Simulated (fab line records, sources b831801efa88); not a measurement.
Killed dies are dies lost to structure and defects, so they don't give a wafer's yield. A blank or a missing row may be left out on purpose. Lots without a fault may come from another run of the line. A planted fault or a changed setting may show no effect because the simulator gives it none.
Which tool did it? | flow gf180mcu | 14 lots, 42 wafers sampled, at 4 steps of a route of 602

WHAT THE GAUGES READ, wafer by wafer
GF_M4_RS_MEAS_05: measures by four-point-probe.
lot  | measured     | on            | M4_ALCU_RS (ohm/sq)
L461 | day 23 06:38 | film_metro-02 | 0.0688 0.0682 0.0688
L463 | day 23 19:52 | film_metro-04 | 0.0693 0.0683 0.0688
L464 | day 24 08:51 | film_metro-02 | 0.0706 0.0699 0.0697
L465 | day 24 16:17 | film_metro-01 | 0.0686 0.0691 0.0692
L467 | day 25 09:22 | film_metro-02 | 0.0685 0.0690 0.0689
L468 | day 25 21:23 | film_metro-02 | 0.0692 0.0691 0.0692
L469 | day 26 02:11 | film_metro-04 | 0.0694 0.0697 0.0693
L470 | day 26 07:35 | film_metro-02 | 0.0695 0.0696 0.0707
L471 | day 26 15:14 | film_metro-04 | 0.0703 0.0697 0.0706
L473 | day 27 03:40 | film_metro-02 | 0.0693 0.0696 0.0694
L475 | day 27 18:52 | film_metro-02 | 0.0683 0.0684 0.0687
L476 | day 28 03:28 | film_metro-01 | 0.0706 0.0708 0.0707
L480 | day 29 08:08 | film_metro-04 | 0.0702 0.0703 0.0702
L482 | day 29 16:22 | film_metro-01 | 0.0693 0.0693 0.0691

GF_V4_BOW_MEAS_05.
lot  | measured     | on            | V4_BOW (um)
L461 | day 24 06:35 | film_metro-01 | 112 120 123
L463 | day 24 19:25 | film_metro-01 | 119 123 140
L464 | day 25 08:00 | film_metro-01 | 149 150 139
L465 | day 25 14:59 | film_metro-04 | 149 137 131
L467 | day 26 07:53 | film_metro-03 | 137 138 130
L468 | day 26 18:47 | film_metro-01 | 137 134 135
L469 | day 27 00:30 | film_metro-03 | 134 147 146
L470 | day 27 04:59 | film_metro-01 | 139 140 131
L471 | day 27 13:31 | film_metro-03 | 134 140 131
L473 | day 28 01:35 | film_metro-01 | 133 133 145
L475 | day 28 16:06 | film_metro-04 | 122 124 134
L476 | day 29 00:27 | film_metro-03 | 131 142 136
L480 | day 30 04:08 | film_metro-04 | 118 123 125
L482 | day 30 12:31 | film_metro-03 | 158 151 151

WHICH TOOL RAN EACH LOT (tool, then ch and the chambers of the sampled wafers, then the start)
lot  | GF_STI_WET_ETCH_17             | GF_V3_SPUTTER_22
L461 | wet_bench-03 ch 3, day 2 12:05 | pvd_sputter-04, day 23 05:46
L463 | wet_bench-02 ch 1, day 2 21:50 | pvd_sputter-04, day 23 19:01
L464 | wet_bench-02 ch 0, day 3 02:55 | pvd_sputter-01, day 24 07:58
L465 | wet_bench-03 ch 2, day 3 08:02 | pvd_sputter-03, day 24 15:25
L467 | wet_bench-02 ch 3, day 3 18:29 | pvd_sputter-03, day 25 08:31
L468 | wet_bench-03 ch 1, day 4 02:35 | pvd_sputter-04, day 25 20:31
L469 | wet_bench-01 ch 2, day 4 05:08 | pvd_sputter-01, day 26 01:17
L470 | wet_bench-02 ch 3, day 4 10:08 | pvd_sputter-03, day 26 06:44
L471 | wet_bench-03 ch 0, day 4 16:11 | pvd_sputter-01, day 26 14:23
L473 | wet_bench-03 ch 3, day 5 02:02 | pvd_sputter-03, day 27 02:47
L475 | wet_bench-01 ch 1, day 5 11:29 | pvd_sputter-01, day 27 18:01
L476 | wet_bench-03 ch 2, day 5 17:32 | pvd_sputter-03, day 28 02:37
L480 | wet_bench-03 ch 1, day 6 14:54 | pvd_sputter-01, day 29 07:16
L482 | wet_bench-01 ch 2, day 7 00:20 | pvd_sputter-04, day 29 14:48
- GF_STI_WET_ETCH_17: etches Si3N4 in H3PO4, target depth 45 nm, time 514 s.
- GF_V3_SPUTTER_22: material TiN, target thk 10 nm, time 40 s.

WHAT THE TOOLS THEMSELVES READ (means of the sampled wafers that have a number; where no wafer has one, the mark that the record gives instead)
GF_STI_WET_ETCH_17.
lot  | tool         | run_length_s (s)
L461 | wet_bench-03 | 546
L463 | wet_bench-02 | 541
L464 | wet_bench-02 | 548
L465 | wet_bench-03 | 539
L467 | wet_bench-02 | 547
L468 | wet_bench-03 | 538
L469 | wet_bench-01 | 540
L470 | wet_bench-02 | 541
L471 | wet_bench-03 | 539
L473 | wet_bench-03 | 537
L475 | wet_bench-01 | 541
L476 | wet_bench-03 | 299
L480 | wet_bench-03 | 291
L482 | wet_bench-01 | 540

GF_V3_SPUTTER_22.
lot  | tool           | cathode_dc_power_W (W) | throttle_valve_pct (%)
L461 | pvd_sputter-04 | 3999.9                 | 29.1
L463 | pvd_sputter-04 | 3999.6                 | 30.1
L464 | pvd_sputter-01 | 4000.0                 | 30.9
L465 | pvd_sputter-03 | 4000.3                 | 29.5
L467 | pvd_sputter-03 | 4000.0                 | 29.3
L468 | pvd_sputter-04 | 3999.8                 | 30.0
L469 | pvd_sputter-01 | 4000.1                 | 29.4
L470 | pvd_sputter-03 | 4000.3                 | 29.9
L471 | pvd_sputter-01 | 4000.3                 | 30.3
L473 | pvd_sputter-03 | 3999.6                 | 29.5
L475 | pvd_sputter-01 | 4000.1                 | 30.2
L476 | pvd_sputter-03 | 4000.2                 | 29.6
L480 | pvd_sputter-01 | 3999.5                 | 29.7
L482 | pvd_sputter-04 | 4000.1                 | 29.3

THE ANSWER, worked out from the rows above alone
Rule: what is usual is taken from the lots themselves. Put in order of their means at a reading, lots are off if they are a third of the lots or fewer, leave a main group of 4 or more, and stand apart from it by a gap of 3 or more times the standard deviation of the main group's means; of several such gaps the widest counts. A main group whose means are all the same, to the digits that the tables above print for the reading, isn't used. A lot without any number at a reading at which 4 lots or more have one is off too. The other lots that the step has rows for count as sound. The gauges are gone through in route order, then the tools' own readings, and for those a lot's mean is taken as printed above. The first step at which some lot is off is used, and at that step the reading that is off furthest; a lot without a number counts as furthest.
Off: L476, L480, at GF_STI_WET_ETCH_17 (run_length_s). The main group: mean 541 s, standard deviation 3.5.
A tool fits if, at that step or a process step before it, it ran every lot that is off, and no sound lot after the first of them. One fits: wet_bench-03 at GF_STI_WET_ETCH_17. Its last sound lot is L473 (day 5 02:02), its first lot that is off L476 (day 5 17:32): a fault that began between those two fits.
The tool's own readings at GF_STI_WET_ETCH_17 bear it out: on the lots that are off they differ by more than 5 times the standard deviation of the sound lots' means. run_length_s reads 295 s there against 541 s on the sound lots.

WHAT THE SIMULATOR HAD PUT IN
Process parameter drift: wet_bench-03, from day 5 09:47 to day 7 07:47, at GF_STI_WET_ETCH_17. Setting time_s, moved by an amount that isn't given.
Lots struck among those shown: L476, L480. The rule above found the same.
